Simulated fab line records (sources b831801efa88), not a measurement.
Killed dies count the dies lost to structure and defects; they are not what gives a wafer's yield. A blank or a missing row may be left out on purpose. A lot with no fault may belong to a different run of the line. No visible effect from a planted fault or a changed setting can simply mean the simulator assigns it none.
Which tool was responsible? -- flow gf180mcu -- Sampling: 7 lots, 21 wafers, 2 of 602 route steps

== WHAT THE GAUGES READ, wafer by wafer ==
GF_NSD_TW_MEAS_12.
lot,measured,on,NSD_TW
L174,day 13 15:35,film-metro-02,4244 4275 4247
L181,day 16 09:08,film-metro-04,4306 4285 4289
L183,day 16 23:26,film-metro-01,4275 4282 4278
L186,day 18 00:29,film-metro-01,4318 4313 4302
L189,day 18 23:14,film-metro-01,4309 4294 4282
L192,day 20 02:50,film-metro-04,4334 4318 4348
L194,day 20 23:28,film-metro-02,4264 4288 4267

== WHAT TOOL EACH LOT RAN ON (gives the tool, then ch and the chambers of the sampled wafers, and finally the start) ==
lot,GF_MVPSD_EXPOSE_04
L174,"iline-stepper-01 ch 0, day 4 22:32"
L181,"iline-stepper-01, day 6 19:06"
L183,"iline-stepper-01, day 7 06:58"
L186,"iline-stepper-02 ch 0, day 7 23:46"
L189,"iline-stepper-02 ch 0, day 8 16:19"
L192,"iline-stepper-01 ch 0, day 9 10:55"
L194,"iline-stepper-02 ch 0, day 9 23:02"
- GF_MVPSD_EXPOSE_04: exposes mask MVPSD, target cd 1000 nm.

== THE ANSWER, worked out from the rows above alone ==
Rule: the lots themselves supply what counts as usual. The widest of any qualifying gaps counts: lots, ordered by their means at a reading, are off when they make up no more than a third of the lots, leave a main group of 4 or more, and stand apart from it by 3 or more times the standard deviation of that group's means. A main group is skipped when, at the precision printed for the reading in the tables above, its means are all equal. A lot without any number at a reading at which 4 lots or more have one is off too. The other lots that the step has rows for count as sound.
None of the lots is off at any reading shown; this tells nothing.

== WHAT WAS PUT IN BY THE SIMULATOR ==
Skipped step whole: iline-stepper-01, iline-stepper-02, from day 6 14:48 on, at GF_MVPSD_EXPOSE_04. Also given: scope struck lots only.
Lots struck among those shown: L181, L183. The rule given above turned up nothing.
